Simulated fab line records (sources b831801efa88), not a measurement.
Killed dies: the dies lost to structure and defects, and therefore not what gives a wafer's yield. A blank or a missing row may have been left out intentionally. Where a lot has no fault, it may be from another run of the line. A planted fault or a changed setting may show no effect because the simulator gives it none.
Comparing a struck lot with a sound one || flow gf180mcu || 25 out of 602 route steps
Sound: these wafers, L374.4, L374.5, L374.6. Wafers struck: L384.1, L384.4, L384.6. The cause comes at the end.
Each step with rows lists, per side, the tool, then ch with its chambers, then its first start. Under that, the readings that differ: sound wafers || struck wafers || difference of the means || sigmas: that difference in standard deviations of wafers without a fault.
alike: readings whose means differ by less than 2 such deviations, and words and numbers that are the same on both sides. not compared: withheld readings, readings that some wafer has no value for, bounds like >300 that may hide the same value, and numbers for which the record gives no deviation and whose values overlap.
A row with sigmas, a row that says differs or no value, or rows on one side alone: a step with any of these is where the two part. Numbers that don't overlap but have no deviation are shown without sigmas and don't part them. A reading that every wafer of one side lacks parts them only if that side has two wafers or more.

first, 2 steps without rows for these wafers: GF_V1_STRIP_19 (strips in post etch residue remover, time 1200 s); GF_V1_CLEAN_20 (cleans in DIW).
GF_V1_SPUTTER_21: material Ti, target thk 15 nm, time 80.02 s.
  struck on pvd_sputter-03, day 22 13:05; sound on pvd_sputter-04, day 18 11:17
  alike: cathode_dc_power_W, chamber_pressure_pa, throttle_valve_pct
GF_V1_SPUTTER_22: material TiN, target thk 10 nm, time 40 s.
  struck on pvd_sputter-03, day 22 13:09; sound on pvd_sputter-04, day 18 11:21
  alike: cathode_dc_power_W, chamber_pressure_pa, throttle_valve_pct
then, 1 step without rows for these wafers: GF_V1_CVD_23 (deposits W, target thk 350 nm, time 105.05 s).
GF_V1_RS_MEAS_24: measures by four-point-probe.
  struck on film_metro-04, day 22 13:18; sound on film_metro-03, day 18 11:34
  alike: V1_W_RS
GF_V1_THK_MEAS_25: measures by xrf.
  struck on film_metro-04, day 22 13:25; sound on film_metro-03, day 18 11:39
  alike: V1_W_THK
GF_V1_CMP_26: polishes, stops on SiO2, t overpolish 15 s, target thk 0 nm.
  sound on cmp-02 ch 0,1,2, day 18 11:47; struck on cmp-02 ch 0,2, day 22 13:29
  alike: motor_current_A, overpolish_run_s, time_to_endpoint_s
then, 1 step without rows for these wafers: GF_M2_SPUTTER_00 (material Ti, target thk 37.5 nm, time 150 s).
GF_M2_SPUTTER_01: material TiN, target thk 30 nm, time 23.8 s.
  struck on pvd_sputter-02, day 22 13:53; sound on pvd_sputter-01, day 18 12:05
  alike: cathode_dc_power_W, chamber_pressure_pa, throttle_valve_pct
then, 1 step without rows for these wafers: GF_M2_SPUTTER_02 (material AlCu, target thk 450 nm, time 23.9 s).
GF_M2_SPUTTER_03: material Ti, target thk 10 nm, time 6.7 s.
  struck on pvd_sputter-02, day 22 13:56; sound on pvd_sputter-01, day 18 12:08
  alike: cathode_dc_power_W, chamber_pressure_pa, throttle_valve_pct
GF_M2_SPUTTER_04: material TiN, target thk 50 nm, time 41.7 s.
  struck on pvd_sputter-02, day 22 13:58; sound on pvd_sputter-01, day 18 12:10
  no value came back on the struck wafers for cathode_dc_power_W (W), chamber_pressure_pa (Pa), throttle_valve_pct (%); on the sound wafers cathode_dc_power_W (W) reads 6498.4 6499.3 6499.5
GF_M2_THK_MEAS_06: measures by xrf.
  struck on film_metro-02, day 22 14:07; sound on film_metro-02, day 18 12:21
{"reading": "M2_ALCU_THK (nm)", "sound": "441 437 441", "struck": "497 486 498", "difference": "+54", "sigmas": "+11"}
then, 7 steps without rows for these wafers: GF_M2_DEHYDRATE_07 (time 60 s); GF_M2_HMDS_08 (prime time 60 s); GF_M2_COAT_09 (resist thk 1000 nm); GF_M2_SOFTBAKE_10 (time 60 s); GF_M2_EXPOSE_11 (exposes mask Metal2, target cd 280 nm); GF_M2_PEB_12 (peb time 90 s); GF_M2_DEVELOP_13 (develop time 60 s).
GF_M2_CD_MEAS_14: the cd target is 280 nm.
  struck on cd_sem-01, day 23 13:25; sound on cd_sem-02, day 19 12:26
  alike: cd_nm
GF_M2_OVL_MEAS_15:
  struck on overlay-02, day 23 13:32; sound on overlay-02, day 19 12:31
  alike: M2_OVL
GF_M2_METAL_ETCH_16: etches the open film in Cl2/BCl3, stops on SiO2, target depth 627.5 nm, time 104.6 s.
  sound on rie_metal-04 ch 0,1, day 19 12:34; struck on rie_metal-04 ch 1, day 23 13:34
{"reading": "oes_product_au (a.u.)", "sound": "0.953 0.959 0.969", "struck": "0.994 0.992 0.987", "difference": "+0.031", "sigmas": "+5"}
{"reading": "throttle_valve_pct (%)", "sound": "28.267 28.262 28.239", "struck": "28.241 28.231 28.215", "difference": -0.027, "sigmas": -3}
  alike: drypump_motor_current_A
  not compared: rf_hours_counter_h
then, 1 step without rows for these wafers: GF_M2_STRIP_17 (strips in O2/N2).

== WHERE THEY PART ==
Last at GF_M2_METAL_ETCH_16 as far as this record goes, first at GF_M2_SPUTTER_04.

WHY: what the simulator had put in
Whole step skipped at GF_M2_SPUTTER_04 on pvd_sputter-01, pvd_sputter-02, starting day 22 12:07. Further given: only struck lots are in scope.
